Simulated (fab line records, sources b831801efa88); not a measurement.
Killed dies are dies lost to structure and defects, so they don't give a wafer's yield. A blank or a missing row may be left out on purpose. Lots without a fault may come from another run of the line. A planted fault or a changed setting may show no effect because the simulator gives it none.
fab line records | flow sfq_line
record lots=6 wafers=18 last_day=83
route steps=325 shown I6@267 M7@281 I7@296 M8@325
lots that met no fault: from a run of the same line without faults
start_h: hours from the record's first day to the start of the lot's first wafer shown | wait_h: hours since the lot's step before | " the same as in the row above | L1.1+2: a row that stands for several wafers | - no value, or no start given | * or withheld: withheld | < > ~ a bound
route shown NAME@n: a module of which the file shows steps, and the number in the route of the first | usual: mean/standard deviation of fault-free wafers | same: alike in all rows | chamber/n: place in a boat | sites: the reading at each site | _std_site: their standard deviation | _edge_site: outer sites' mean less inner sites' | radius_mm: how far each site lies from the wafer's centre | mask NAME#n: copy n | behind: the tool/chamber that last shaped the wafer | hold: why the lot was held/for how many hours/how that ended | device: the transistor (n, p or np) that didn't switch | end of line: the same wafers' tests at the end of the route | a step without rows: its recipe alone | killed: dies lost to structure and defects at the first sort, not the wafer's yield | map: a wafer's dies, x killed, . not, _ none there
set.NAME: the setting as run; set.NAME@STEP: as run at that earlier step | model.NAME: the simulator's own value behind a step, which no gauge read
lots at some steps of the route; a table a step, a row a wafer
services: from which hour (start_h, from the record's first day; less than 0 if before it) a tool's chamber was out of use, for how many hours, and why
## steps
# step SFQ_TRILAYER_I6_CMP_CMP_166
# recipe material=SiO2 down_force_psi=3 platen_rpm=60 pad_velocity_m_s=0.94248
# step SFQ_I6_BOW_MEAS_941
# recipe mode=bow
# usual I6_BOW=8/12
# columns lot.wafer tool chamber start_h wait_h I6_BOW[um]
L382.2 film_metro-03 - 1651.59 1.0 -15
L382.3 " - " " -8
L382.6 " - " " -6
L383.1 film_metro-04 - 1673.70 2.5 26
L383.3 " - " " 15
L383.4 " - " " 15
L388.3 film_metro-04 - 1715.07 1.5 17
L388.4 " - " " 25
L388.6 " - " " 19
L396.1 film_metro-04 - 1787.03 1.0 6
L396.2 " - " " 7
L396.6 " - " " -12
L397.1 film_metro-04 - 1794.68 1.5 6
L397.3 " - " " 1
L397.5 " - " " -6
L398.2 film_metro-04 - 1820.03 1.0 11
L398.4 " - " " 5
L398.6 " - " " 12
# step SFQ_TRILAYER_I6_METRO_MEASURE_167
# step SFQ_TRILAYER_I6_VIA_LITHO_COAT_174
# recipe resist=BARC spin_rpm=3000 resist_thk_nm=62
# step SFQ_TRILAYER_I6_VIA_LITHO_COAT_169
# recipe resist=KrF spin_rpm=3000 resist_thk_nm=650
# step SFQ_TRILAYER_I6_VIA_LITHO_SOFTBAKE_173
# recipe temp_c=withheld time_s=withheld resist=KrF
# step SFQ_TRILAYER_I6_VIA_LITHO_EXPOSE_170
# recipe mask_id=I6 na=0.6 source_shape=conventional sigma_outer=0.65 target_cd_nm=700 dose_mj=21.3
# step SFQ_TRILAYER_I6_VIA_LITHO_PEB_172
# recipe peb_temp_c=115 peb_time_s=60 resist=KrF
# step SFQ_TRILAYER_I6_VIA_LITHO_DEVELOP_171
# recipe time_s=60 resist=KrF
# step SFQ_I6_OVL_MEAS_942
# usual I6_OVL=0/5.1
# columns lot.wafer tool chamber start_h wait_h I6_OVL[nm]
L382.2 overlay-01 - 1741.94 0.1 15
L382.3 " - " " 15
L382.6 " - " " 7
L383.1 overlay-01 - 1767.26 0.1 -9
L383.3 " - " " -12
L383.4 " - " " -9
L388.3 overlay-01 - 1803.39 0.1 4
L388.4 " - " " 7
L388.6 " - " " 12
L396.1 overlay-02 - 1874.31 0.1 1
L396.2 " - " " 4
L396.6 " - " " 0
L397.1 overlay-02 - 1876.93 0.1 -1
L397.3 " - " " -5
L397.5 " - " " -3
L398.2 overlay-02 - 1878.14 0.1 -2
L398.4 " - " " -5
L398.6 " - " " 4
# step SFQ_TRILAYER_I6_VIA_BARC_OPEN_VIA_ETCH_235
# recipe mask_material=PR chemistry=O2 target_depth_nm=125 target=BARC source_w=500 bias_w=80 pressure_mtorr=30 time_s=41.7
# step SFQ_TRILAYER_I6_VIA_ETCH_VIA_ETCH_172
# recipe target=SiO2 stop_on=Nb mask_material=PR taper_deg=20 chemistry=CHF3 target_depth_nm=260 source_w=500 bias_w=80 pressure_mtorr=30 time_s=withheld
# step SFQ_TRILAYER_I6_VIA_STRIP_STRIP_173
# recipe gas=O2 power_w=200 platen_temp_c=40 overash_fraction=0.65 chemistry=O2 pressure_mtorr=50
# usual chamber_pressure_mTorr=50.00/0.049 drypump_motor_current_A=5.7/0.31 oes_product_au=0.994/0.012
# columns lot.wafer tool chamber start_h wait_h chamber_pressure_mTorr drypump_motor_current_A oes_product_au rf_hours_counter_h model.KrF_of_TRILAYER_I6_VIA_LITHO_COAT_169.thk_nm model.BARC_of_TRILAYER_I6_VIA_LITHO_COAT_174.thk_nm
L382.2 rie_metal-01 1 1742.13 - - - - - 528.5 61.83
L382.3 " 0 " " - - - - 526.6 62.05
L382.6 " 1 " " - - - - 525.6 61.95
L383.1 rie_metal-04 0 1767.45 - - - - - 529.6 62.27
L383.3 " 1 " " - - - - 533.9 62.27
L383.4 " 0 " " - - - - 533.5 62.11
L388.3 rie_metal-02 0 1803.77 - 49.96 5.6 1.003 - 0 0
L388.4 " 1 " " 49.97 5.9 0.993 - 0 0
L388.6 " 0 " " 49.92 5.6 1.001 - 0 0
L396.1 rie_metal-04 0 1874.57 - 50.03 5.5 1.003 105 0 0
L396.2 " 1 " " 49.96 5.2 1.018 118 0 0
L396.6 " 0 " " 50.09 5.5 1.015 - 0 0
L397.1 rie_metal-01 1 1877.12 - 49.99 6.1 0.999 94 0 0
L397.3 " 1 " " 49.99 6.1 1.001 - 0 0
L397.5 " 1 " " 49.96 6.1 0.986 - 0 0
L398.2 rie_metal-02 0 1878.32 - 50.04 5.7 0.991 116 0 0
L398.4 " 1 " " 50.06 5.9 0.987 - 0 0
L398.6 " 0 " " 49.89 5.6 0.998 - 0 0
# step SFQ_TRILAYER_I6_VIA_STRIP_SOLV_CLEAN_174
# recipe chemistry=NMP temp_c=70 time_s=600
# step SFQ_TRILAYER_M7_DEP_PRE_CLEAN_176
# recipe gas=Ar time_s=22.5 bias_v=250
# step SFQ_TRILAYER_M7_DEP_SPUTTER_175
# recipe material=Nb base_pressure_pa=1.33e-06 chamber_pressure_pa=0.1333 substrate_temp_c=20 target_thk_nm=200 power_w=2000 time_s=133.3
# usual base_pressure_pa=1.33e-06/9.2e-08 throttle_valve_pct=30.1/1.2
# same time_s=133.3
# columns lot.wafer tool chamber start_h wait_h base_pressure_pa throttle_valve_pct
L382.2 pvd_sputter-03 - 1742.93 0.0 1.43e-06 28.7
L382.3 " - " " 1.47e-06 31.5
L382.6 " - " " 1.26e-06 28.9
L383.1 pvd_sputter-03 - 1768.25 0.0 1.23e-06 31.5
L383.3 " - " " 1.39e-06 29.0
L383.4 " - " " 1.37e-06 30.1
L388.3 pvd_sputter-03 - 1804.38 0.0 1.47e-06 31.6
L388.4 " - " " 1.24e-06 30.2
L388.6 " - " " 1.24e-06 28.5
L396.1 pvd_sputter-03 - 1875.39 0.0 1.2e-06 30.2
L396.2 " - " " 1.23e-06 31.8
L396.6 " - " " 1.27e-06 28.9
L397.1 pvd_sputter-06 - 1877.92 0.0 1.43e-06 29.6
L397.3 " - " " 1.39e-06 30.8
L397.5 " - " " 1.4e-06 30.6
L398.2 pvd_sputter-05 - 1879.14 0.0 1.34e-06 28.3
L398.4 " - " " 1.13e-06 30.4
L398.6 " - " " 1.43e-06 30.6
# step SFQ_M7_RS_MEAS_943
# recipe thk_meas_gauge=four-point-probe reads=Nb_of_TRILAYER_M7_DEP_SPUTTER_175
# usual M7_NB_RS=0.892/0.011
# columns lot.wafer tool chamber start_h wait_h M7_NB_RS[ohm/sq]
L382.2 film_metro-04 - 1743.04 0.1 0.875
L382.3 " - " " 0.866
L382.6 " - " " 0.882
L383.1 film_metro-02 - 1768.34 0.0 0.877
L383.3 " - " " 0.891
L383.4 " - " " 0.908
L388.3 film_metro-01 - 1804.51 0.1 0.874
L388.4 " - " " 0.906
L388.6 " - " " 0.893
L396.1 film_metro-01 - 1875.48 0.0 0.908
L396.2 " - " " 0.889
L396.6 " - " " 0.889
L397.1 film_metro-02 - 1878.01 0.0 0.907
L397.3 " - " " 0.882
L397.5 " - " " 0.894
L398.2 film_metro-04 - 1879.25 0.1 0.897
L398.4 " - " " 0.900
L398.6 " - " " 0.905
# step SFQ_TRILAYER_M7_LITHO_COAT_182
# recipe resist=BARC spin_rpm=3000 resist_thk_nm=62
# step SFQ_TRILAYER_M7_LITHO_COAT_177
# recipe resist=KrF spin_rpm=3000 resist_thk_nm=600
# step SFQ_TRILAYER_M7_LITHO_SOFTBAKE_181
# recipe temp_c=withheld time_s=withheld resist=KrF
# step SFQ_TRILAYER_M7_LITHO_EXPOSE_178
# recipe mask_id=M7 na=0.6 source_shape=conventional sigma_outer=0.65 target_cd_nm=500 dose_mj=14.4
# step SFQ_TRILAYER_M7_LITHO_PEB_180
# recipe peb_temp_c=115 peb_time_s=60 resist=KrF
# step SFQ_TRILAYER_M7_LITHO_DEVELOP_179
# recipe time_s=60 resist=KrF
# step SFQ_M7_OVL_MEAS_945
# usual M7_OVL=-2/5.3
# columns lot.wafer tool chamber start_h wait_h M7_OVL[nm]
L382.2 overlay-01 - 1745.46 0.1 0
L382.3 " - " " 0
L382.6 " - " " 1
L383.1 overlay-02 - 1776.96 0.1 -1
L383.3 " - " " -1
L383.4 " - " " 10
L388.3 overlay-02 - 1806.91 0.1 -1
L388.4 " - " " -2
L388.6 " - " " 3
L396.1 overlay-01 - 1885.15 0.1 2
L396.2 " - " " 7
L396.6 " - " " -2
L397.1 overlay-01 - 1886.35 0.1 -6
L397.3 " - " " 1
L397.5 " - " " -2
L398.2 overlay-01 - 1887.55 0.1 -4
L398.4 " - " " -9
L398.6 " - " " -11
# step SFQ_TRILAYER_M7_BARC_OPEN_METAL_ETCH_229
# recipe mask_material=PR chemistry=O2 target_depth_nm=125 target=BARC icp_w=600 bias_w=80 pressure_mtorr=10 time_s=41.7
# usual drypump_motor_current_A=5.4/0.33 oes_product_au=0.685/0.0044
# same time_s=41.7
# columns lot.wafer tool chamber start_h wait_h drypump_motor_current_A oes_product_au rf_hours_counter_h
L382.2 rie_metal-04 0 1745.49 0.0 5.5 0.686 86
L382.3 " 1 " " 5.2 0.689 -
L382.6 " 1 " " 5.2 0.675 -
L383.1 rie_metal-01 0 1776.99 0.0 5.3 0.686 29
L383.3 " 1 " " 6.1 0.687 -
L383.4 " 0 " " 5.4 0.680 -
L388.3 rie_metal-03 0 1806.95 0.0 5.0 0.690 -
L388.4 " 1 " " 5.7 0.679 -
L388.6 " 0 " " 5.0 0.685 -
L396.1 rie_metal-04 0 1885.18 0.0 5.5 0.682 107
L396.2 " 1 " " 5.2 0.684 119
L396.6 " 1 " " 5.2 0.678 -
L397.1 rie_metal-03 1 1886.38 0.0 5.7 0.677 94
L397.3 " 0 " " 5.0 0.689 -
L397.5 " 0 " " 5.0 0.687 -
L398.2 rie_metal-01 1 1887.58 0.0 6.1 0.688 96
L398.4 " 0 " " 5.3 0.688 -
L398.6 " 1 " " 6.1 0.682 -
# step SFQ_TRILAYER_M7_ETCH_METAL_ETCH_180
# recipe target=Nb stop_on=SiO2 mask_material=PR chemistry=Cl2/Ar target_depth_nm=240 icp_w=600 bias_w=80 pressure_mtorr=10 time_s=120
# step SFQ_TRILAYER_M7_STRIP_STRIP_181
# recipe gas=O2 power_w=200 platen_temp_c=40 overash_fraction=0.65 chemistry=O2 pressure_mtorr=50
# usual chamber_pressure_mTorr=50.00/0.044 drypump_motor_current_A=5.4/0.33 oes_product_au=0.998/0.015
# columns lot.wafer tool chamber start_h wait_h chamber_pressure_mTorr drypump_motor_current_A oes_product_au rf_hours_counter_h
L382.2 rie_metal-04 0 1745.67 0.1 49.93 5.5 0.995 86
L382.3 " 1 " " 50.00 5.2 1.012 -
L382.6 " 1 " " 50.02 5.2 1.014 -
L383.1 rie_metal-01 0 1777.18 0.1 49.97 5.3 0.973 29
L383.3 " 1 " " 50.04 6.1 0.998 -
L383.4 " 0 " " 50.03 5.3 0.971 -
L388.3 rie_metal-03 0 1807.32 0.2 50.04 5.0 1.017 -
L388.4 " 1 " " 50.06 5.6 0.990 -
L388.6 " 0 " " 50.05 5.0 1.015 -
L396.1 rie_metal-04 0 1885.37 0.1 50.04 5.5 0.993 107
L396.2 " 1 " " 49.95 5.2 1.011 119
L396.6 " 1 " " 50.04 5.2 1.012 -
L397.1 rie_metal-03 1 1886.57 0.1 49.98 5.7 0.985 94
L397.3 " 0 " " 50.07 5.0 1.028 -
L397.5 " 0 " " 49.93 5.0 1.015 -
L398.2 rie_metal-01 1 1887.77 0.1 49.96 6.1 0.991 96
L398.4 " 0 " " 50.03 5.4 0.983 -
L398.6 " 1 " " 49.92 6.1 0.987 -
# step SFQ_TRILAYER_M7_STRIP_SOLV_CLEAN_182
# recipe chemistry=NMP temp_c=70 time_s=600
# step SFQ_TRILAYER_I7_DEP_PECVD_183
# recipe material=SiO2 temp_c=150 time_s=111.11 pressure_torr=2.4 rf_w=183.3 precursor=SiH4/N2O target_thk_nm=500
# usual heater_power_w=81/15 throttle_valve_pct=24.9/2.1
# same time_s=111.11
# columns lot.wafer tool chamber start_h wait_h heater_power_w throttle_valve_pct
L382.2 pecvd-01 0 1746.45 0.0 65 26.8
L382.3 " 1 " " 115 28.8
L382.6 " 2 " " 78 26.0
L383.1 pecvd-02 2 1777.95 0.0 73 24.1
L383.3 " 0 " " 82 24.9
L383.4 " 0 " " 80 24.7
L388.3 pecvd-01 1 1807.89 0.0 107 29.4
L388.4 " 1 " " 111 28.9
L388.6 " 0 " " 66 26.9
L396.1 pecvd-01 1 1886.14 0.0 115 29.1
L396.2 " 2 " " 72 26.0
L396.6 " 1 " " 119 28.8
L397.1 pecvd-02 2 1887.34 0.0 67 24.5
L397.3 " 0 " " 79 25.0
L397.5 " 1 " " 94 23.0
L398.2 pecvd-01 1 1888.56 0.0 117 29.0
L398.4 " 0 " " 71 26.9
L398.6 " 1 " " 103 29.3
# step SFQ_TRILAYER_I7_CMP_CMP_184
# recipe material=SiO2 down_force_psi=3 platen_rpm=60 pad_velocity_m_s=0.94248
# usual head_pressure_psi=3.001/0.0071 motor_current_A=9.4/0.86 time_to_endpoint_s=214/8.6
# columns lot.wafer tool chamber start_h wait_h head_pressure_psi motor_current_A time_to_endpoint_s
L382.3 cmp-01 0 1748.69 2.2 2.999 10.0 216
L382.2 " 1 " " 3.008 8.6 221
L382.6 " 2 " " 3.003 10.1 224
L383.4 cmp-01 2 1778.53 0.5 3.011 10.1 214
L383.1 " 3 " " 3.007 10.6 229
L383.3 " 0 " " 2.989 10.2 209
L388.3 cmp-02 3 1808.47 0.5 3.005 9.5 207
L388.4 " 0 " " 2.993 8.7 235
L388.6 " 2 1809.97 2.0 3.001 8.6 223
L396.2 cmp-01 1 1887.71 1.5 2.991 8.8 202
L396.1 " 2 " " 3.001 10.1 207
L396.6 " 3 " " 3.002 11.1 221
L397.3 cmp-01 0 1889.71 2.3 2.998 9.8 208
L397.1 " 1 " " 3.004 8.6 210
L397.5 " 0 1891.71 4.3 3.004 9.9 209
L398.4 cmp-02 2 1889.86 1.2 3.005 7.9 213
L398.2 " 1 1891.36 2.8 3.000 9.9 206
L398.6 " 3 1892.36 3.7 2.992 9.7 211
# step SFQ_I7_BOW_MEAS_946
# recipe mode=bow
# usual I7_BOW=9/13
# columns lot.wafer tool chamber start_h wait_h I7_BOW[um]
L382.2 film_metro-03 - 1750.71 1.0 -17
L382.3 " - " " -10
L382.6 " - " " -8
L383.1 film_metro-01 - 1781.03 1.5 18
L383.3 " - " " 6
L383.4 " - " " 7
L388.3 film_metro-03 - 1811.01 2.0 21
L388.4 " - " " 29
L388.6 " - " " 21
L396.1 film_metro-02 - 1889.71 1.0 6
L396.2 " - " " 7
L396.6 " - " " -12
L397.1 film_metro-01 - 1892.71 2.0 13
L397.3 " - " " 8
L397.5 " - " " 0
L398.2 film_metro-02 - 1892.88 1.0 11
L398.4 " - " " 6
L398.6 " - " " 11
# step SFQ_TRILAYER_I7_METRO_MEASURE_185
# step SFQ_TRILAYER_I7_VIA_LITHO_COAT_192
# recipe resist=BARC spin_rpm=3000 resist_thk_nm=62
# step SFQ_TRILAYER_I7_VIA_LITHO_COAT_187
# recipe resist=KrF spin_rpm=3000 resist_thk_nm=650
# step SFQ_TRILAYER_I7_VIA_LITHO_SOFTBAKE_191
# recipe temp_c=withheld time_s=withheld resist=KrF
# step SFQ_TRILAYER_I7_VIA_LITHO_EXPOSE_188
# recipe mask_id=I7 na=0.6 source_shape=conventional sigma_outer=0.65 target_cd_nm=1000 dose_mj=21.3
# step SFQ_TRILAYER_I7_VIA_LITHO_PEB_190
# recipe peb_temp_c=115 peb_time_s=60 resist=KrF
# step SFQ_TRILAYER_I7_VIA_LITHO_DEVELOP_189
# recipe time_s=60 resist=KrF
# step SFQ_I7_OVL_MEAS_947
# usual I7_OVL=-1/5.2
# columns lot.wafer tool chamber start_h wait_h I7_OVL[nm]
L382.2 overlay-01 - 1754.36 0.1 -2
L382.3 " - " " 6
L382.6 " - " " -1
L383.1 overlay-02 - 1870.58 0.1 -3
L383.3 " - " " -6
L383.4 " - " " -7
L388.3 overlay-01 - 1899.52 0.1 3
L388.4 " - " " 4
L388.6 " - " " 2
L396.1 overlay-01 - 1970.47 0.1 -5
L396.2 " - " " 3
L396.6 " - " " -1
L397.1 overlay-02 - 1972.87 0.1 -4
L397.3 " - " " -4
L397.5 " - " " -7
L398.2 overlay-02 - 1974.73 0.1 11
L398.4 " - " " 10
L398.6 " - " " 11
# step SFQ_TRILAYER_I7_VIA_BARC_OPEN_VIA_ETCH_260
# recipe mask_material=PR chemistry=O2 target_depth_nm=125 target=BARC source_w=500 bias_w=80 pressure_mtorr=30 time_s=41.7
# step SFQ_TRILAYER_I7_VIA_ETCH_VIA_ETCH_190
# recipe target=SiO2 stop_on=Nb mask_material=PR taper_deg=20 chemistry=CHF3 target_depth_nm=260 source_w=500 bias_w=80 pressure_mtorr=30 time_s=withheld
# step SFQ_M8_BOW_MEAS_951
# recipe mode=bow
# usual M8_BOW=10/13
# columns lot.wafer tool chamber start_h wait_h M8_BOW[um] model.etest.m7.ohm_sq model.etest.i7.link_ohm model.etest.m7.ohm_um model.etest.i6.link_ohm
L382.2 film_metro-01 - 1848.93 0.0 -17 1e+06 1e+06 1e+06 1e+06
L382.3 " - " " -8 1e+06 1e+06 1e+06 1e+06
L382.6 " - " " -8 1e+06 1e+06 1e+06 1e+06
L383.1 film_metro-01 - 1876.23 0.0 18 1e+06 1e+06 1e+06 1e+06
L383.3 " - " " 8 1e+06 1e+06 1e+06 1e+06
L383.4 " - " " 9 1e+06 1e+06 1e+06 1e+06
L388.3 film_metro-01 - 1906.63 0.0 22 0.8745 1.04 1.756 1.847
L388.4 " - " " 28 0.9049 1.069 1.811 1.889
L388.6 " - " " 21 0.8937 1.055 1.794 1.872
L396.1 film_metro-04 - 1978.35 0.0 7 0.9078 1.071 1.834 1.89
L396.2 " - " " 9 0.8879 1.052 1.786 1.862
L396.6 " - " " -10 0.8864 1.049 1.777 1.869
L397.1 film_metro-03 - 1979.55 0.0 14 0.9058 1.075 1.819 1.871
L397.3 " - " " 11 0.8817 1.047 1.766 1.843
L397.5 " - " " 3 0.8932 1.061 1.792 1.858
L398.2 film_metro-01 - 1980.77 0.0 11 0.9004 1.058 1.813 1.883
L398.4 " - " " 6 0.9025 1.064 1.825 1.911
L398.6 " - " " 12 0.9065 1.068 1.831 1.915
## services
# columns tool chamber start_h hours kind
pvd_sputter-06 - 1724.42 36.5 repair
rie_metal-01 - 1747.45 2.8 pm
cmp-02 - 1749.65 14.0 pm
pvd_sputter-05 - 1753.18 0.7 repair
cmp-01 - 1756.56 1.3 repair
rie_metal-04 1 1760.67 2.3 repair
rie_metal-01 - 1763.33 2.4 repair
cmp-02 - 1769.68 4.0 pm
cmp-02 - 1773.68 - consumable_replace:conditioner
cmp-02 - 1773.68 - consumable_replace:pad
pvd_sputter-05 - 1787.08 2.6 repair
rie_metal-04 1 1789.57 9.1 repair
cmp-02 - 1820.01 4.5 pm
pvd_sputter-03 - 1822.30 2.3 repair
pvd_sputter-03 - 1831.43 5.4 repair
pecvd-02 1 1847.74 9.2 repair
pvd_sputter-05 - 1848.73 7.3 repair
rie_metal-02 - 1851.74 2.5 repair
pvd_sputter-06 - 1858.36 1.2 repair
pvd_sputter-03 - 1860.73 2.3 repair
pvd_sputter-06 0 1875.80 - consumable_replace:kit
pvd_sputter-06 0 1875.80 18.0 scheduled_down
pvd_sputter-05 - 1886.10 4.0 repair
pvd_sputter-03 - 1887.71 1.2 repair
## key
first_sign step=SFQ_TRILAYER_I6_VIA_STRIP_STRIP_173 reading=tool_record direction=missing
effect none on later readings
model_effect step=SFQ_TRILAYER_I6_VIA_STRIP_STRIP_173 value=KrF_of_TRILAYER_I6_VIA_LITHO_COAT_169.thk_nm without=0 struck=529.6
model_effect step=SFQ_M8_BOW_MEAS_951 value=etest.m7.ohm_sq without=0.8839 struck=1e+06
met_at SFQ_TRILAYER_I6_VIA_STRIP_STRIP_173
struck_wafers L382.2,L382.3,L382.6,L383.1,L383.3,L383.4
fault kind=skipped_step_whole tool=rie_metal-01,rie_metal-04 chamber=- onset_h=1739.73 steps=SFQ_TRILAYER_I6_VIA_STRIP_STRIP_173 scope=struck_lots_only
